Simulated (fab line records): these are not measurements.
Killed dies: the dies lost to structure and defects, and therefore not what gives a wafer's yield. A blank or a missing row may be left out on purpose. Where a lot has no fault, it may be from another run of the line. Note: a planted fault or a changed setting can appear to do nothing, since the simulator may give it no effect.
Matching of chambers ; flow sky130 ; SKY_VIA2_CMP_24 on cmp-01 has 4 sister chambers
The step polishes, stops on SiO2, t overpolish 20 s, target thk 0 nm. 20 wafers are shown with their chamber, then 10 later ones without.

== WAFERS PAIRED WITH THEIR CHAMBERS ==
wafer;chamber;motor_current_A (A);time_to_endpoint_s (s);head_pressure_psi (psi)
L075.3;0;9.1;97;3.512
L075.5;2;10.9;102;3.496
L075.6;1;10.1;99;3.504
L080.2;2;11.0;105;3.501
L080.4;3;11.4;101;3.496
L080.5;2;11.3;105;3.499
L081.4;1;10.3;104;3.508
L081.5;1;10.3;101;3.500
L081.6;2;11.5;106;3.500
L082.2;0;9.0;106;3.509
L082.4;3;11.8;107;3.482
L082.6;3;12.0;104;3.498
L083.1;0;8.8;105;3.483
L083.5;3;11.2;102;3.507
L083.6;0;9.1;103;3.498
L084.1;0;8.6;104;3.508
L084.3;1;9.9;99;3.492
L084.4;3;11.6;103;3.507
L094.3;2;10.5;110;3.506
L094.5;3;11.3;107;3.495

SIGNATURES (means of the wafers above)
reading;chamber 0;chamber 1;chamber 2;chamber 3;scatter within a chamber
motor_current_A;8.920;10.150;11.040;11.550;0.292
time_to_endpoint_s;103.00;100.75;105.60;104.00;2.87
head_pressure_psi;3.50200;3.50100;3.50040;3.49750;0.0086
Rule: for a wafer and a chamber, the distance is found by dividing, reading by reading, the gap between the wafer's reading and the chamber's mean by the reading's scatter, squaring, summing and taking the root. The wafer belongs to the nearest chamber; if the next one is less than 2 further off, it can't be placed. The scatter: the root of (the sum of the squares of (reading less its chamber's mean) over the shown wafers, divided by (wafers less chambers)).

== WAFERS WITH NO CHAMBER GIVEN ==
wafer;motor_current_A (A);time_to_endpoint_s (s);head_pressure_psi (psi)
L094.6;10.7;109;3.497
L095.1;10.2;104;3.498
L095.4;11.2;106;3.515
L095.5;11.7;104;3.502
L096.2;11.6;104;3.497
L096.4;11.6;107;3.496
L096.5;10.2;103;3.498
L097.2;12.1;104;3.491
L097.5;8.6;104;3.491
L097.6;9.9;99;3.500

== WHICH CHAMBER EACH WENT THROUGH ==
wafer;from the rows above;in truth
L094.6;can't be placed: 2 or 3 or 1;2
L095.1;can't be placed: 1 or 2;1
L095.4;can't be placed: 2 or 3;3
L095.5;can't be placed: 3 or 2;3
L096.2;can't be placed: 3 or 2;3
L096.4;can't be placed: 3 or 2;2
L096.5;1;1
L097.2;can't be placed: 3 or 2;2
L097.5;0;0
L097.6;1;1
Correctly placed: 3 of 10. Unplaceable from these rows: 7, with the true chamber sitting among the candidates in 7. Number placed wrongly: 0.
